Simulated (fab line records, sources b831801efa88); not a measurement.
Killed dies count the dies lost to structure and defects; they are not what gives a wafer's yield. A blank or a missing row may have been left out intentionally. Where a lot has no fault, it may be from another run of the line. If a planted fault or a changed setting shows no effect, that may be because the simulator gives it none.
Matching of chambers :: flow gf180mcu :: GF_STI_ETCH_14 on rie si-02: 4 sister chambers
The step etches Si in HBr/Cl2/O2, target depth 360 nm, time 102.9 s. 16 wafers are shown with their chamber, then 8 later ones without.

== EACH WAFER AND ITS CHAMBER ==
wafer: L292.2
chamber: 2
oes product au (a.u.): 1.009
throttle valve pct (%): 25.654

wafer: L292.3
chamber: 0
oes product au (a.u.): 0.985
throttle valve pct (%): 25.668

wafer: L292.6
chamber: 2
oes product au (a.u.): 1.014
throttle valve pct (%): 25.649

wafer: L293.1
chamber: 1
oes product au (a.u.): 0.990
throttle valve pct (%): 25.666

wafer: L293.3
chamber: 0
oes product au (a.u.): 0.987
throttle valve pct (%): 25.654

wafer: L293.5
chamber: 3
oes product au (a.u.): 1.006
throttle valve pct (%): 25.659

wafer: L296.3
chamber: 1
oes product au (a.u.): 0.984
throttle valve pct (%): 25.669

wafer: L296.4
chamber: 2
oes product au (a.u.): 1.013
throttle valve pct (%): 25.658

wafer: L296.6
chamber: 0
oes product au (a.u.): 0.997
throttle valve pct (%): 25.657

wafer: L308.1
chamber: 3
oes product au (a.u.): 1.019
throttle valve pct (%): 25.642

wafer: L308.2
chamber: 0
oes product au (a.u.): 0.999
throttle valve pct (%): 25.654

wafer: L308.3
chamber: 2
oes product au (a.u.): 1.008
throttle valve pct (%): 25.663

wafer: L309.2
chamber: 3
oes product au (a.u.): 1.013
throttle valve pct (%): 25.638

wafer: L309.4
chamber: 2
oes product au (a.u.): 1.016
throttle valve pct (%): 25.656

wafer: L309.6
chamber: 0
oes product au (a.u.): 0.995
throttle valve pct (%): 25.673

wafer: L310.2
chamber: 3
oes product au (a.u.): 1.020
throttle valve pct (%): 25.647

SIGNATURES (averages over the wafers above)
reading: oes product au
chamber 0: 0.99260
chamber 1: 0.98700
chamber 2: 1.01200
chamber 3: 1.01450
scatter within a chamber: 0.00536

reading: throttle valve pct
chamber 0: 25.66120
chamber 1: 25.66750
chamber 2: 25.65600
chamber 3: 25.64650
scatter within a chamber: 0.00745
Rule: a wafer's distance from a chamber is the root of the sum, over the readings, of the square of ((its reading less the chamber's mean) divided by the reading's scatter). The wafer belongs to the nearest chamber; if the next one is less than 2 further off, it can't be placed. How the scatter is found: for the shown wafers, subtract from each reading the mean of its chamber, square and add these, divide the total by (wafers less chambers), then take the root.

== WAFERS WITHOUT THEIR CHAMBER ==
wafer: L310.5
oes product au (a.u.): 1.008
throttle valve pct (%): 25.646

wafer: L310.6
oes product au (a.u.): 0.994
throttle valve pct (%): 25.675

wafer: L311.1
oes product au (a.u.): 0.994
throttle valve pct (%): 25.666

wafer: L311.5
oes product au (a.u.): 1.032
throttle valve pct (%): 25.654

wafer: L311.6
oes product au (a.u.): 1.017
throttle valve pct (%): 25.656

wafer: L314.2
oes product au (a.u.): 1.012
throttle valve pct (%): 25.642

wafer: L314.3
oes product au (a.u.): 0.989
throttle valve pct (%): 25.671

wafer: L314.4
oes product au (a.u.): 0.991
throttle valve pct (%): 25.668

== WHICH CHAMBER EACH ONE RAN IN ==
wafer: L310.5
from the rows above: can't be placed: 3 or 2
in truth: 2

wafer: L310.6
from the rows above: can't be placed: 1 or 0
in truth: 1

wafer: L311.1
from the rows above: can't be placed: 0 or 1
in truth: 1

wafer: L311.5
from the rows above: can't be placed: 3 or 2
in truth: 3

wafer: L311.6
from the rows above: can't be placed: 2 or 3
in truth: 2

wafer: L314.2
from the rows above: can't be placed: 3 or 2
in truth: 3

wafer: L314.3
from the rows above: can't be placed: 1 or 0
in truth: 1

wafer: L314.4
from the rows above: can't be placed: 1 or 0
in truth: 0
Placed correctly: 0 of 8. Unplaceable from these rows: 8, with the true chamber sitting among the candidates in 8. Wrongly placed: 0.
